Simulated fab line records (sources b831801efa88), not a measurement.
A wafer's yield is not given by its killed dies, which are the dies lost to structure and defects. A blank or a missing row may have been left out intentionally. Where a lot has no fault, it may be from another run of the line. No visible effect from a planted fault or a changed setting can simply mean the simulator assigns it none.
fab line records	flow sky130
[record] lots = 24	wafers = 72	last-day = 50
route steps=708 shown CAPM@538 VIA3@593 METAL4@598 PASSIVATION@684
lots that met no fault: taken from a fault-free run of the same line
start-h: hours from the record's opening day to when the first of the lot's shown wafers began	wait-h: time in hours since the lot's previous step	" as in the row above	L1.1+2: a row that stands for several wafers	- value missing, or start not given	* or withheld: withheld	< > ~ a bound
route shown NAME@n: names a module that has steps shown in the file, with the first one's number in the route	usual: mean and standard deviation over wafers with no fault	same: alike in all rows	chamber/n: place in a boat	sites: each site's reading	_std_site: standard deviation across them	_edge_site: outer sites' mean less inner sites'	radius-mm: how far each site lies from the wafer's centre	mask NAME#n: copy n	behind: tool/chamber where the wafer was last shaped	hold: the reason the lot was held/the length of the hold in hours/how it ended	device: transistor that didn't switch, given as n, p or np	end of line: the tests these same wafers got at the end of their route	a step given without rows: its recipe and nothing more	killed: dies that structure and defects cost at the first sort, which is not the same as the wafer's yield	map: shows each die of a wafer: x if killed, . if not, _ if none is there
set.NAME: the setting that was run; set.NAME@STEP: the one run at that earlier step	model.NAME: the simulator's own value behind a step, which no gauge read
steps of the route over a sample of lots; a table a step, a row a wafer
services: a tool's chamber out of use, with start hour (start-h, from the record's first day; less than 0 if before it), hours out, and reason
[[steps]]
[step SKY_CAPM_THK_MEAS_01]
[recipe] reads = SiO2_of_CAPM_CVD_00
[usual] CAPM_CVD_00_THK = 15.52/0.26
lot.wafer	tool	chamber	start-h	wait-h	CAPM_CVD_00_THK[nm]
L074.3	film-metro-03	-	872.62	-	15.64
L074.4	"	-	"	"	15.20
L074.6	"	-	"	"	15.43
L075.1	film-metro-01	-	874.87	-	15.29
L075.3	"	-	"	"	15.19
L075.4	"	-	"	"	15.29
L077.4	film-metro-04	-	875.29	-	15.04
L077.5	"	-	"	"	15.85
L077.6	"	-	"	"	15.29
L076.4	film-metro-01	-	877.37	-	15.63
L076.5	"	-	"	"	15.44
L076.6	"	-	"	"	16.04
L078.2	film-metro-03	-	920.32	-	15.13
L078.4	"	-	"	"	15.72
L078.5	"	-	"	"	15.20
L079.1	film-metro-01	-	920.59	-	15.55
L079.2	"	-	"	"	15.35
L079.3	"	-	"	"	15.35
L081.1	film-metro-03	-	922.24	-	15.39
L081.2	"	-	"	"	15.41
L081.4	"	-	"	"	15.69
L080.1	film-metro-01	-	922.89	-	15.29
L080.2	"	-	"	"	15.63
L080.4	"	-	"	"	15.52
L082.1	film-metro-04	-	923.67	-	15.46
L082.4	"	-	"	"	15.50
L082.6	"	-	"	"	15.77
L084.2	film-metro-03	-	929.73	-	15.16
L084.4	"	-	"	"	15.29
L084.5	"	-	"	"	15.73
L083.2	film-metro-03	-	932.88	-	15.06
L083.4	"	-	"	"	15.36
L083.6	"	-	"	"	16.12
L085.1	film-metro-03	-	933.52	-	15.37
L085.2	"	-	"	"	15.16
L085.3	"	-	"	"	15.52
L086.3	film-metro-04	-	933.85	-	15.63
L086.5	"	-	"	"	15.91
L086.6	"	-	"	"	15.98
L087.2	film-metro-04	-	944.05	-	15.49
L087.4	"	-	"	"	15.83
L087.6	"	-	"	"	15.52
L088.2	film-metro-04	-	955.13	-	15.55
L088.3	"	-	"	"	15.54
L088.5	"	-	"	"	15.66
L089.2	film-metro-03	-	956.32	-	15.63
L089.3	"	-	"	"	15.16
L089.4	"	-	"	"	16.01
L090.1	film-metro-01	-	971.73	-	15.21
L090.2	"	-	"	"	15.07
L090.5	"	-	"	"	15.46
L091.1	film-metro-04	-	975.07	-	15.45
L091.4	"	-	"	"	15.66
L091.5	"	-	"	"	15.57
L092.1	film-metro-03	-	978.89	-	15.49
L092.2	"	-	"	"	15.09
L092.5	"	-	"	"	15.69
L093.1	film-metro-03	-	993.80	-	15.02
L093.2	"	-	"	"	15.30
L093.6	"	-	"	"	15.53
L094.4	film-metro-01	-	996.44	-	15.66
L094.5	"	-	"	"	15.51
L094.6	"	-	"	"	15.88
L095.1	film-metro-04	-	1006.10	-	15.79
L095.4	"	-	"	"	15.43
L095.6	"	-	"	"	15.71
L096.1	film-metro-04	-	1008.16	-	15.25
L096.3	"	-	"	"	15.30
L096.6	"	-	"	"	15.35
L097.2	film-metro-01	-	1014.74	-	15.51
L097.4	"	-	"	"	15.85
L097.6	"	-	"	"	15.40
[step SKY_VIA3_SPUTTER_20]
[recipe] material = TiN	target-thk-nm = 20	chamber-pressure-pa = 5	power-w = 4000	time-s = 80
[usual] chamber-pressure-pa = 5.001/0.009	throttle-valve-pct = 30.1/1
lot.wafer	tool	chamber	start-h	wait-h	chamber-pressure-pa	throttle-valve-pct
L074.3	pvd-sputter-04	-	951.50	0.0	5.002	31.4
L074.4	"	-	"	"	5.014	29.9
L074.6	"	-	"	"	4.988	30.9
L075.1	pvd-sputter-02	-	952.47	0.0	5.000	31.1
L075.3	"	-	"	"	4.983	28.8
L075.4	"	-	"	"	4.999	29.3
L077.4	pvd-sputter-01	-	953.03	0.0	5.014	29.5
L077.5	"	-	"	"	5.009	31.4
L077.6	"	-	"	"	5.002	29.9
L076.4	pvd-sputter-04	-	954.51	0.0	5.006	31.3
L076.5	"	-	"	"	5.007	31.5
L076.6	"	-	"	"	5.003	29.2
L078.2	pvd-sputter-01	-	995.61	0.0	5.004	31.6
L078.4	"	-	"	"	4.998	29.2
L078.5	"	-	"	"	5.005	29.7
L079.1	pvd-sputter-02	-	995.85	0.0	4.990	28.7
L079.2	"	-	"	"	5.006	30.2
L079.3	"	-	"	"	4.996	29.4
L081.1	pvd-sputter-02	-	997.71	0.0	5.000	29.5
L081.2	"	-	"	"	5.009	31.3
L081.4	"	-	"	"	4.996	30.1
L080.1	pvd-sputter-02	-	998.87	0.0	5.000	28.8
L080.2	"	-	"	"	4.988	29.9
L080.4	"	-	"	"	5.006	29.5
L082.1	pvd-sputter-01	-	999.22	0.0	4.999	29.8
L082.4	"	-	"	"	5.005	29.0
L082.6	"	-	"	"	4.990	29.1
L084.2	pvd-sputter-02	-	1004.41	0.0	5.019	28.5
L084.4	"	-	"	"	5.009	30.1
L084.5	"	-	"	"	5.011	29.5
L083.2	pvd-sputter-04	-	1006.89	0.0	4.994	30.9
L083.4	"	-	"	"	4.999	29.0
L083.6	"	-	"	"	5.007	28.9
L085.1	pvd-sputter-02	-	1008.01	0.0	4.991	31.3
L085.2	"	-	"	"	4.983	28.7
L085.3	"	-	"	"	4.997	30.2
L086.3	pvd-sputter-02	-	1009.16	0.0	4.992	29.8
L086.5	"	-	"	"	5.003	29.5
L086.6	"	-	"	"	4.993	31.2
L087.2	pvd-sputter-01	-	1018.21	0.0	5.014	29.1
L087.4	"	-	"	"	4.994	31.6
L087.6	"	-	"	"	5.001	31.2
L088.2	pvd-sputter-04	-	1027.55	0.0	5.022	29.9
L088.3	"	-	"	"	5.009	28.8
L088.5	"	-	"	"	5.012	30.9
L089.2	pvd-sputter-04	-	1028.67	0.0	5.011	30.9
L089.3	"	-	"	"	5.003	31.2
L089.4	"	-	"	"	5.005	28.7
L090.1	pvd-sputter-01	-	1042.81	0.0	5.017	31.1
L090.2	"	-	"	"	4.992	31.6
L090.5	"	-	"	"	5.008	31.3
L091.1	pvd-sputter-01	-	1045.82	0.0	5.010	29.4
L091.4	"	-	"	"	4.999	31.0
L091.5	"	-	"	"	4.998	29.6
L092.1	pvd-sputter-04	-	1050.48	0.0	4.995	30.3
L092.2	"	-	"	"	4.992	28.9
L092.5	"	-	"	"	4.984	31.2
L093.1	pvd-sputter-01	-	1063.16	0.0	5.017	29.4
L093.2	"	-	"	"	5.007	31.5
L093.6	"	-	"	"	5.014	29.2
L094.4	pvd-sputter-01	-	1066.70	0.0	4.977	29.5
L094.5	"	-	"	"	4.994	31.2
L094.6	"	-	"	"	4.998	29.5
L095.1	pvd-sputter-01	-	1075.96	0.0	5.009	31.2
L095.4	"	-	"	"	5.016	29.4
L095.6	"	-	"	"	5.010	31.3
L096.1	pvd-sputter-02	-	1077.08	0.0	4.994	31.2
L096.3	"	-	"	"	5.012	29.2
L096.6	"	-	"	"	4.993	30.1
L097.2	pvd-sputter-02	-	1082.99	0.0	5.003	29.3
L097.4	"	-	"	"	4.989	29.6
L097.6	"	-	"	"	5.002	29.9
[step SKY_METAL4_SPUTTER_00]
[recipe] material = Ti	target-thk-nm = 15	power-w = 3000	time-s = 10	chamber-pressure-pa = 0.4
[usual] chamber-pressure-pa = 0.4001/0.00071	throttle-valve-pct = 30.1/0.82
lot.wafer	tool	chamber	start-h	wait-h	chamber-pressure-pa	throttle-valve-pct
L074.3	pvd-sputter-03	-	952.16	0.1	0.4003	30.1
L074.4	"	-	"	"	0.4003	29.4
L074.6	"	-	"	"	0.3997	30.1
L075.1	pvd-sputter-03	-	953.14	0.2	0.3987	30.7
L075.3	"	-	"	"	0.3999	29.4
L075.4	"	-	"	"	0.4004	29.4
L077.4	pvd-sputter-01	-	953.69	0.1	0.4008	31.7
L077.5	"	-	"	"	0.4004	31.6
L077.6	"	-	"	"	0.3996	29.4
L076.4	pvd-sputter-02	-	955.17	0.2	0.3997	28.4
L076.5	"	-	"	"	0.4003	29.9
L076.6	"	-	"	"	0.4000	29.4
L078.2	pvd-sputter-03	-	996.54	0.2	0.4011	30.6
L078.4	"	-	"	"	0.3998	30.9
L078.5	"	-	"	"	0.4004	29.7
L079.1	pvd-sputter-02	-	996.84	0.2	0.3998	30.0
L079.2	"	-	"	"	0.4007	29.3
L079.3	"	-	"	"	0.3995	30.9
L081.1	pvd-sputter-03	-	998.37	0.2	0.3989	30.6
L081.2	"	-	"	"	0.4015	29.3
L081.4	"	-	"	"	0.3999	29.7
L080.1	pvd-sputter-02	-	999.54	0.1	0.3993	28.5
L080.2	"	-	"	"	0.3985	29.9
L080.4	"	-	"	"	0.3997	31.4
L082.1	pvd-sputter-01	-	999.88	0.1	0.3992	29.8
L082.4	"	-	"	"	0.4005	31.5
L082.6	"	-	"	"	0.4004	31.3
L084.2	pvd-sputter-01	-	1005.71	0.2	0.4000	29.3
L084.4	"	-	"	"	0.3999	31.8
L084.5	"	-	"	"	0.4004	31.3
L083.2	pvd-sputter-02	-	1007.55	0.1	0.4014	29.5
L083.4	"	-	"	"	0.3994	28.6
L083.6	"	-	"	"	0.3995	29.3
L085.1	pvd-sputter-01	-	1008.68	0.2	0.3997	31.4
L085.2	"	-	"	"	0.4008	29.1
L085.3	"	-	"	"	0.3998	31.5
L086.3	pvd-sputter-03	-	1009.82	0.2	0.4012	29.3
L086.5	"	-	"	"	0.4003	29.4
L086.6	"	-	"	"	0.3996	30.5
L087.2	pvd-sputter-03	-	1018.87	0.2	0.4007	30.7
L087.4	"	-	"	"	0.3996	29.5
L087.6	"	-	"	"	0.4000	30.9
L088.2	pvd-sputter-01	-	1028.83	0.1	0.3997	29.5
L088.3	"	-	"	"	0.3996	31.5
L088.5	"	-	"	"	0.4014	31.6
L089.2	pvd-sputter-03	-	1029.73	0.2	0.3986	30.4
L089.3	"	-	"	"	0.4007	30.7
L089.4	"	-	"	"	0.4004	29.9
L090.1	pvd-sputter-03	-	1043.85	0.2	0.4002	29.1
L090.2	"	-	"	"	0.4008	30.7
L090.5	"	-	"	"	0.4009	30.7
L091.1	pvd-sputter-03	-	1046.49	0.1	0.3984	29.7
L091.4	"	-	"	"	0.4006	30.5
L091.5	"	-	"	"	0.3995	30.5
L092.1	pvd-sputter-03	-	1051.15	0.2	0.3997	30.7
L092.2	"	-	"	"	0.4011	29.8
L092.5	"	-	"	"	0.4007	29.4
L093.1	pvd-sputter-03	-	1063.82	0.2	0.3988	30.8
L093.2	"	-	"	"	0.4003	30.6
L093.6	"	-	"	"	0.4012	30.8
L094.4	pvd-sputter-03	-	1067.36	0.2	0.4002	29.1
L094.5	"	-	"	"	0.4007	29.2
L094.6	"	-	"	"	0.3997	30.9
L095.1	pvd-sputter-01	-	1076.83	0.2	0.4005	31.7
L095.4	"	-	"	"	0.4011	31.4
L095.6	"	-	"	"	0.4001	31.3
L096.1	pvd-sputter-02	-	1078.20	0.1	0.3993	31.0
L096.3	"	-	"	"	0.4011	29.4
L096.6	"	-	"	"	0.3995	29.7
L097.2	pvd-sputter-02	-	1083.86	0.1	0.4004	28.5
L097.4	"	-	"	"	0.4007	29.6
L097.6	"	-	"	"	0.4004	29.2
[step SKY_METAL4_SPUTTER_04]
[recipe] material = TiN	target-thk-nm = 70	power-w = 6500	time-s = 58.3	chamber-pressure-pa = 0.4
[usual] chamber-pressure-pa = 0.3999/0.00074	throttle-valve-pct = 30.1/0.82
lot.wafer	tool	chamber	start-h	wait-h	chamber-pressure-pa	throttle-valve-pct
L074.3	pvd-sputter-03	-	952.27	0.0	0.3991	30.0
L074.4	"	-	"	"	0.4015	29.5
L074.6	"	-	"	"	0.3999	29.9
L075.1	pvd-sputter-03	-	953.24	0.0	0.4016	31.0
L075.3	"	-	"	"	0.4003	29.8
L075.4	"	-	"	"	0.3993	29.5
L077.4	pvd-sputter-01	-	953.79	0.0	0.4007	31.6
L077.5	"	-	"	"	0.3989	31.5
L077.6	"	-	"	"	0.3996	29.5
L076.4	pvd-sputter-02	-	955.27	0.0	0.4004	28.6
L076.5	"	-	"	"	0.3993	29.8
L076.6	"	-	"	"	0.4004	29.2
L078.2	pvd-sputter-03	-	996.64	0.0	0.3995	30.8
L078.4	"	-	"	"	0.4000	30.4
L078.5	"	-	"	"	0.4000	30.1
L079.1	pvd-sputter-02	-	996.94	0.0	0.4005	29.6
L079.2	"	-	"	"	0.3993	29.6
L079.3	"	-	"	"	0.3994	31.1
L081.1	pvd-sputter-03	-	998.47	0.0	0.3991	30.8
L081.2	"	-	"	"	0.4004	29.4
L081.4	"	-	"	"	0.3991	30.1
L080.1	pvd-sputter-02	-	999.64	0.0	0.4008	28.6
L080.2	"	-	"	"	0.4002	29.9
L080.4	"	-	"	"	0.3997	31.2
L082.1	pvd-sputter-01	-	999.99	0.0	0.3995	29.6
L082.4	"	-	"	"	0.4000	31.3
L082.6	"	-	"	"	0.4006	31.5
L084.2	pvd-sputter-01	-	1005.81	0.0	0.4003	29.1
L084.4	"	-	"	"	0.4000	31.5
L084.5	"	-	"	"	0.3993	31.3
L083.2	pvd-sputter-02	-	1007.66	0.0	0.4010	29.6
L083.4	"	-	"	"	0.3997	28.7
L083.6	"	-	"	"	0.3997	29.3
L085.1	pvd-sputter-01	-	1008.78	0.0	0.3993	31.3
L085.2	"	-	"	"	0.4000	29.5
L085.3	"	-	"	"	0.3996	31.4
L086.3	pvd-sputter-03	-	1009.92	0.0	0.4004	29.4
L086.5	"	-	"	"	0.4010	29.2
L086.6	"	-	"	"	0.4002	30.9
L087.2	pvd-sputter-03	-	1018.98	0.0	0.4009	30.6
L087.4	"	-	"	"	0.4001	29.5
L087.6	"	-	"	"	0.4010	30.7
L088.2	pvd-sputter-01	-	1028.93	0.0	0.4001	29.8
L088.3	"	-	"	"	0.3998	31.4
L088.5	"	-	"	"	0.3992	31.7
L089.2	pvd-sputter-03	-	1029.83	0.0	0.4002	30.4
L089.3	"	-	"	"	0.3979	30.7
L089.4	"	-	"	"	0.4000	29.9
L090.1	pvd-sputter-03	-	1043.95	0.0	0.3989	29.4
L090.2	"	-	"	"	0.3980	30.7
L090.5	"	-	"	"	0.3990	30.6
L091.1	pvd-sputter-03	-	1046.59	0.0	0.3998	29.6
L091.4	"	-	"	"	0.4002	30.8
L091.5	"	-	"	"	0.3997	30.7
L092.1	pvd-sputter-03	-	1051.25	0.0	0.3998	30.9
L092.2	"	-	"	"	0.4013	30.0
L092.5	"	-	"	"	0.4006	29.5
L093.1	pvd-sputter-03	-	1063.93	0.0	0.3998	30.7
L093.2	"	-	"	"	0.4013	30.7
L093.6	"	-	"	"	0.4000	30.3
L094.4	pvd-sputter-03	-	1067.46	0.0	0.4002	29.4
L094.5	"	-	"	"	0.4006	29.3
L094.6	"	-	"	"	0.3997	30.8
L095.1	pvd-sputter-01	-	1076.93	0.0	0.4001	31.7
L095.4	"	-	"	"	0.3987	31.2
L095.6	"	-	"	"	0.3985	31.4
L096.1	pvd-sputter-02	-	1078.31	0.0	0.3996	31.1
L096.3	"	-	"	"	0.3988	29.5
L096.6	"	-	"	"	0.4003	29.5
L097.2	pvd-sputter-02	-	1083.96	0.0	0.4005	28.9
L097.4	"	-	"	"	0.3997	29.3
L097.6	"	-	"	"	0.3997	29.4
[step SKY_METAL4_ETCH_17]
[recipe] target = SiO2	stop-on = TiN	chemistry = C4F8/O2/Ar	source-w = 1500	bias-w = 1200	pressure-mtorr = 40	c4f8-flow-sccm = withheld	O2_flow_sccm = 6	Ar_flow_sccm = 300	time-s = 3.9	target-depth-a = 150
[usual] oes-product-au = 0.756/0.0077	rf-fwd-power-W = 1468/7.3
lot.wafer	tool	chamber	start-h	wait-h	oes-product-au	rf-fwd-power-W	rf-hours-counter-h
L074.3	rie-diel-01	3	1001.60	0.0	0.767	1459	14
L074.4	"	1	"	"	0.757	1471	24
L074.6	"	3	"	"	0.758	1464	-
L075.1	rie-diel-04	0	1002.26	0.1	0.759	1472	13
L075.3	"	3	"	"	0.750	1464	19
L075.4	"	1	"	"	0.745	1462	28
L077.4	rie-diel-01	0	1002.49	0.0	0.760	1463	4
L077.5	"	2	"	"	0.749	1485	-
L077.6	"	3	"	"	0.755	1463	-
L076.4	rie-diel-01	3	1003.49	0.0	0.768	1459	14
L076.5	"	0	"	"	0.755	1473	-
L076.6	"	3	"	"	0.759	1458	-
L078.2	rie-diel-01	1	1043.69	0.1	0.764	1465	25
L078.4	"	0	"	"	0.749	1462	6
L078.5	"	2	"	"	0.758	1482	-
L079.1	rie-diel-03	1	1043.69	0.1	0.747	1462	11
L079.2	"	3	"	"	0.757	1468	10
L079.3	"	0	"	"	0.756	1476	2
L081.1	rie-diel-03	0	1044.26	0.1	0.743	1482	2
L081.2	"	2	"	"	0.766	1476	13
L081.4	"	1	"	"	0.752	1470	11
L080.1	rie-diel-03	1	1044.90	0.1	0.752	1458	11
L080.2	"	3	"	"	0.742	1459	10
L080.4	"	2	"	"	0.762	1477	13
L082.1	rie-diel-04	2	1046.06	0.1	0.757	1465	11
L082.4	"	0	"	"	0.765	1480	-
L082.6	"	2	"	"	0.769	1467	-
L084.2	rie-diel-04	3	1051.49	0.1	0.768	1462	21
L084.4	"	0	"	"	0.751	1473	-
L084.5	"	3	"	"	0.769	1464	-
L083.2	rie-diel-04	0	1053.68	0.1	0.740	1469	14
L083.4	"	2	"	"	0.753	1468	-
L083.6	"	3	"	"	0.759	1467	-
L085.1	rie-diel-01	3	1054.03	0.2	0.760	1459	16
L085.2	"	1	"	"	0.744	1463	26
L085.3	"	1	"	"	0.755	1452	-
L086.3	rie-diel-03	1	1054.86	0.0	0.757	1455	11
L086.5	"	1	"	"	0.761	1459	-
L086.6	"	0	"	"	0.757	1476	-
L087.2	rie-diel-04	0	1065.04	0.1	0.745	1473	15
L087.4	"	2	"	"	0.756	1453	-
L087.6	"	3	"	"	0.755	1465	-
L088.2	rie-diel-04	3	1073.70	0.1	0.748	1462	22
L088.3	"	2	"	"	0.765	1461	11
L088.5	"	3	"	"	0.771	1461	-
L089.2	rie-diel-04	1	1075.16	0.1	0.747	1467	0
L089.3	"	0	"	"	0.742	1465	15
L089.4	"	2	"	"	0.750	1473	11
L090.1	rie-diel-04	2	1087.80	0.1	0.750	1465	12
L090.2	"	0	"	"	0.753	1469	15
L090.5	"	3	"	"	0.759	1474	-
L091.1	rie-diel-01	3	1090.95	0.1	0.754	1457	17
L091.4	"	2	"	"	0.755	1482	15
L091.5	"	3	"	"	0.747	1460	-
L092.1	rie-diel-04	0	1094.54	0.1	0.754	1477	16
L092.2	"	3	"	"	0.739	1468	22
L092.5	"	3	"	"	0.769	1465	-
L093.1	rie-diel-04	1	1105.79	0.1	0.751	1464	1
L093.2	"	0	"	"	0.749	1463	16
L093.6	"	0	"	"	0.755	1473	-
L094.4	rie-diel-04	2	1109.12	0.0	0.758	1468	-
L094.5	"	1	"	"	0.759	1463	-
L094.6	"	0	"	"	0.768	1465	-
L095.1	rie-diel-04	2	1117.40	0.1	0.750	1469	13
L095.4	"	3	"	"	0.770	1466	23
L095.6	"	0	"	"	0.765	1471	-
L096.1	rie-diel-04	3	1119.39	0.1	0.753	1477	23
L096.3	"	1	"	"	0.771	1466	2
L096.6	"	0	"	"	0.752	1469	-
L097.2	rie-diel-03	0	1125.30	0.1	0.747	1477	5
L097.4	"	1	"	"	0.758	1465	14
L097.6	"	1	"	"	0.742	1463	-
[step SKY_PASSIVATION_THK_MEAS_03]
[recipe] reads = Si3N4_of_PASSIVATION_CVD_02
[usual] PASSIVATION_CVD_02_THK = 539/7.8
lot.wafer	tool	chamber	start-h	wait-h	PASSIVATION_CVD_02_THK[nm]
L074.3	film-metro-02	-	1050.68	-	533
L074.4	"	-	"	"	540
L074.6	"	-	"	"	545
L075.1	film-metro-04	-	1050.85	-	535
L075.3	"	-	"	"	546
L075.4	"	-	"	"	542
L077.4	film-metro-03	-	1051.92	-	540
L077.5	"	-	"	"	541
L077.6	"	-	"	"	546
L076.4	film-metro-02	-	1052.91	-	544
L076.5	"	-	"	"	531
L076.6	"	-	"	"	539
L078.2	film-metro-02	-	1090.74	-	537
L078.4	"	-	"	"	554
L078.5	"	-	"	"	554
L079.1	film-metro-03	-	1091.58	-	526
L079.2	"	-	"	"	525
L079.3	"	-	"	"	524
L081.1	film-metro-03	-	1091.89	-	527
L081.2	"	-	"	"	538
L081.4	"	-	"	"	550
L080.1	film-metro-03	-	1092.72	-	521
L080.2	"	-	"	"	532
L080.4	"	-	"	"	534
L082.1	film-metro-03	-	1093.43	-	537
L082.4	"	-	"	"	543
L082.6	"	-	"	"	539
L084.2	film-metro-04	-	1097.03	-	533
L084.4	"	-	"	"	549
L084.5	"	-	"	"	548
L083.2	film-metro-03	-	1099.75	-	530
L083.4	"	-	"	"	555
L083.6	"	-	"	"	541
L085.1	film-metro-04	-	1101.27	-	528
L085.2	"	-	"	"	529
L085.3	"	-	"	"	527
L086.3	film-metro-02	-	1101.59	-	537
L086.5	"	-	"	"	532
L086.6	"	-	"	"	543
L087.2	film-metro-03	-	1111.63	-	527
L087.4	"	-	"	"	547
L087.6	"	-	"	"	543
L088.2	film-metro-03	-	1118.79	-	550
L088.3	"	-	"	"	538
L088.5	"	-	"	"	552
L089.2	film-metro-04	-	1119.11	-	538
L089.3	"	-	"	"	552
L089.4	"	-	"	"	551
L090.1	film-metro-04	-	1134.08	-	537
L090.2	"	-	"	"	534
L090.5	"	-	"	"	541
L091.1	film-metro-02	-	1136.59	-	530
L091.4	"	-	"	"	542
L091.5	"	-	"	"	540
L092.1	film-metro-02	-	1139.17	-	532
L092.2	"	-	"	"	534
L092.5	"	-	"	"	546
L093.1	film-metro-03	-	1149.19	-	536
L093.2	"	-	"	"	551
L093.6	"	-	"	"	546
L094.4	film-metro-04	-	1150.42	-	548
L094.5	"	-	"	"	560
L094.6	"	-	"	"	543
L095.1	film-metro-04	-	1159.80	-	534
L095.4	"	-	"	"	544
L095.6	"	-	"	"	550
L096.1	film-metro-04	-	1162.04	-	541
L096.3	"	-	"	"	531
L096.6	"	-	"	"	544
L097.2	film-metro-03	-	1165.45	-	531
L097.4	"	-	"	"	545
L097.6	"	-	"	"	541
[[services]]
tool	chamber	start-h	hours	kind
rie-diel-03	2	937.70	2.7	repair
rie-diel-01	0	956.52	10.5	repair
pvd-sputter-03	-	956.95	2.0	repair
rie-diel-03	1	982.91	5.8	repair
pvd-sputter-04	-	995.11	10.4	repair
pvd-sputter-03	1	996.69	-	consumable-replace:kit
pvd-sputter-03	1	996.69	18.0	scheduled-down
pvd-sputter-03	1	996.69	18.0	vent-cycle
pvd-sputter-02	-	1025.60	4.2	repair
pvd-sputter-01	1	1026.51	-	consumable-replace:kit
pvd-sputter-01	1	1026.51	18.0	scheduled-down
pvd-sputter-01	1	1026.51	18.0	vent-cycle
pvd-sputter-03	-	1032.88	9.4	repair
pvd-sputter-02	-	1046.12	15.0	repair
rie-diel-01	2	1048.47	20.1	repair
pvd-sputter-01	-	1048.57	8.6	repair
rie-diel-01	0	1052.18	5.4	repair
pvd-sputter-03	0	1078.55	-	consumable-replace:kit
pvd-sputter-03	0	1078.55	18.0	scheduled-down
pvd-sputter-03	0	1078.55	18.0	vent-cycle
rie-diel-04	3	1095.25	20.5	repair
pvd-sputter-01	-	1111.31	4.1	repair
pvd-sputter-01	-	1118.13	0.7	repair
rie-diel-03	3	1123.32	1.4	repair
[[key]]
fault none
